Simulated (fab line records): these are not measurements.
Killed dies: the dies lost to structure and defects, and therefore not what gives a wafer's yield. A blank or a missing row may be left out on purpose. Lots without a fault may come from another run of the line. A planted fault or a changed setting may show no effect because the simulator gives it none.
Which tool did it? ; flow sky130 ; Sampling: 6 lots, 18 wafers, 2 of 708 route steps

== WHAT THE GAUGES SHOWED, per wafer ==
SKY_LDD_HVN_TW_MEAS_10.
lot;measured;on;LDD_HVN_TW
L282;day 21 02:03;film-metro-01;1453 1459 1459
L284;day 21 10:36;film-metro-01;1460 1450 1454
L287;day 22 15:07;film-metro-04;1450 1446 1449
L289;day 23 06:37;film-metro-04;1446 1441 1442
L292;day 24 21:01;film-metro-03;1462 1458 1469
L298;day 26 10:14;film-metro-01;1247 1246 1244

== WHICH TOOL RAN EACH LOT (tool, then ch and the chambers of the sampled wafers, then the start) ==
lot;SKY_LDD_HVN_IMPLANT_08
L282;implanter-02 ch 0, day 21 01:48
L284;implanter-04 ch 0, day 21 10:21
L287;implanter-02 ch 0, day 22 14:53
L289;implanter-01 ch 0, day 23 06:24
L292;implanter-01 ch 0, day 24 20:46
L298;implanter-02 ch 0, day 26 09:59
- SKY_LDD_HVN_IMPLANT_08

== THE ANSWER, worked out from the rows above alone ==
Rule: usual is defined by the lots themselves. The widest of any qualifying gaps counts: lots, ordered by their means at a reading, are off when they make up no more than a third of the lots, leave a main group of 4 or more, and stand apart from it by 3 or more times the standard deviation of that group's means. A main group is skipped when, at the precision printed for the reading in the tables above, its means are all equal. A lot without any number at a reading at which 4 lots or more have one is off too. Where the step has rows for the other lots, those lots are counted as sound.
Off: L298, seen at SKY_LDD_HVN_TW_MEAS_10 (LDD_HVN_TW). The main group has a mean of 1453 with a standard deviation of 6.9.
A tool fits if, at a process step before that reading, it ran every lot that is off, and no sound lot after the first of them. Gauges at SKY_LDD_HVN_TW_MEAS_10: tried the same way as those tools. This does not decide it: 2 tools fit, namely implanter-02 at SKY_LDD_HVN_IMPLANT_08 and film-metro-01 at SKY_LDD_HVN_TW_MEAS_10.

== WHAT THE SIMULATOR HAD INSERTED ==
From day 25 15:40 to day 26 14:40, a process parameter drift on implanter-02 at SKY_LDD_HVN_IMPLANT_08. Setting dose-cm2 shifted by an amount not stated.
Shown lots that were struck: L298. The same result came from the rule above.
